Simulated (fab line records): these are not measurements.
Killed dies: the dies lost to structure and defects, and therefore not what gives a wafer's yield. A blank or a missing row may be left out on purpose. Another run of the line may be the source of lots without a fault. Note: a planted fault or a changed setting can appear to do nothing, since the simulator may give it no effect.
Comparing a struck lot with a sound one + flow sfq line + 19 out of 325 route steps
Sound: the wafers L307.1, L307.2, L307.5. Struck: wafers L310.1, L310.2, L310.5. At the end, the cause is stated.
Per side, at each step with rows, come the tool, then ch with its chambers, and then its first start. Under that, the readings that differ: sound wafers + struck wafers + difference of the means + sigmas: that difference in standard deviations of wafers without a fault.
alike: readings with means less than 2 such deviations apart, plus words and numbers identical on both sides. not compared: withheld readings, readings lacking a value on some wafer, bounds such as >300 that could conceal the same value, and numbers that have no deviation in the record and whose values overlap.
The two part at a step that has a row with sigmas, a row that says differs or no value, or rows on one side only. Non-overlapping numbers with no deviation appear without sigmas and do not part them. A reading missing from all wafers of one side parts the sides only when that side holds two or more wafers.

SFQ_M7_OVL_MEAS_945:
  sound on overlay-02 at day 83 01:04; struck on overlay-02 at day 83 23:52
  alike: M7_OVL
SFQ_TRILAYER_M7_BARC_OPEN_METAL_ETCH_229: etches BARC in O2, target depth 125 nm, time 41.7 s.
  sound on rie metal-02 ch 1, day 83 01:06; struck on rie metal-01 ch 0,1, day 83 23:54
  alike: drypump motor current A, oes product au
  not compared: rf hours counter h
then, 3 steps without rows for these wafers: SFQ_TRILAYER_M7_ETCH_METAL_ETCH_180 (etches Nb in Cl2/Ar, stops on SiO2, target depth 240 nm, time 120 s); SFQ_TRILAYER_M7_STRIP_STRIP_181 (strips in O2); SFQ_TRILAYER_M7_STRIP_SOLV_CLEAN_182 (cleans in NMP, time 600 s).
SFQ_TRILAYER_I7_DEP_PECVD_183: deposits SiO2 from SiH4/N2O, time 111.11 s, target thk 500 nm.
  sound on pecvd-02 ch 0,1,2, day 83 02:50; struck on pecvd-02 ch 0,2, day 84 00:53
  alike: chamber pressure Torr, heater power w, showerhead vpp V, throttle valve pct
SFQ_TRILAYER_I7_CMP_CMP_184: polishes SiO2.
  sound on cmp-01 ch 0,2, day 83 04:01; struck on cmp-01 ch 0,1,3, day 84 00:57
  alike: motor current A, retaining ring pressure frac, slurry flow ml min, time to endpoint s
SFQ_I7_BOW_MEAS_946:
  sound on film metro-04 at day 83 06:31; struck on film metro-01 at day 84 03:57
  alike: I7_BOW
SFQ_TRILAYER_I7_METRO_MEASURE_185:
  sound on film metro-04 at day 83 06:38; struck on film metro-01 at day 84 04:04
  alike: thk nm
then, 3 steps without rows for these wafers: SFQ_TRILAYER_I7_VIA_LITHO_COAT_192 (resist thk 62 nm); SFQ_TRILAYER_I7_VIA_LITHO_COAT_187 (resist thk 650 nm); SFQ_TRILAYER_I7_VIA_LITHO_SOFTBAKE_191.
-- the record jumps here: 4 days lie between the struck wafers' starts before and after --
SFQ_TRILAYER_I7_VIA_LITHO_EXPOSE_188: exposes mask I7, target cd 1000 nm.
  sound on krf scanner-01 ch 0, day 87 10:44; struck on krf scanner-01 ch 0, day 88 05:56
| reading              | sound                | struck               | difference | sigmas      |
|----------------------|----------------------|----------------------|------------|-------------|
| exposure dose mJ cm2 | 21.273 21.311 21.268 | 17.441 17.467 17.484 | -3.820     | -99 or more |
  alike: mask, focus offset nm
then, 2 steps without rows for these wafers: SFQ_TRILAYER_I7_VIA_LITHO_PEB_190 (peb time 60 s); SFQ_TRILAYER_I7_VIA_LITHO_DEVELOP_189 (time 60 s).
SFQ_I7_OVL_MEAS_947:
  sound on overlay-01 at day 87 12:14; struck on overlay-02 at day 88 07:26
  alike: I7_OVL
SFQ_TRILAYER_I7_VIA_BARC_OPEN_VIA_ETCH_260: etches BARC in O2, target depth 125 nm, time 41.7 s.
  sound on rie diel-04 ch 0,1,3, day 87 12:16; struck on rie diel-04 ch 1,3, day 88 07:28
| reading             | sound          | struck            | difference | sigmas |
|---------------------|----------------|-------------------|------------|--------|
| model.I7.cd nm (nm) | 1002 1001 1000 | 967.4 966.9 966.4 | -34.1      |        |
  alike: drypump motor current A, oes product au
  not compared: rf hours counter h
SFQ_TRILAYER_I7_VIA_ETCH_VIA_ETCH_190: etches SiO2 in CHF3, stops on Nb, target depth 260 nm.
  sound on rie diel-04 ch 0,1,3, day 87 12:19; struck on rie diel-04 ch 1,3, day 88 07:31
| reading             | sound          | struck            | difference | sigmas |
|---------------------|----------------|-------------------|------------|--------|
| model.I7.cd nm (nm) | 1001 1001 1000 | 967.5 966.3 966.5 | -33.9      |        |
  alike: drypump motor current A, oes product au
SFQ_TRILAYER_I7_VIA_STRIP_STRIP_191: strips in O2.
  sound on rie metal-03 ch 0,1, day 87 12:26; struck on rie metal-03 ch 0, day 88 07:38
  alike: drypump motor current A, oes product au
  not compared: rf hours counter h

== WHERE THEY PART ==
Only at SFQ_TRILAYER_I7_VIA_LITHO_EXPOSE_188, within this record. Later steps at which nothing parts them and some readings are alike: SFQ_I7_OVL_MEAS_947, SFQ_TRILAYER_I7_VIA_BARC_OPEN_VIA_ETCH_260, SFQ_TRILAYER_I7_VIA_ETCH_VIA_ETCH_190, SFQ_TRILAYER_I7_VIA_STRIP_STRIP_191.

WHY: what had been put in by the simulator
Process parameter drift: krf scanner-01, from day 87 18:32 on, at SFQ_TRILAYER_I7_VIA_LITHO_EXPOSE_188. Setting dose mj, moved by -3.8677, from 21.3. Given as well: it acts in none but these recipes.
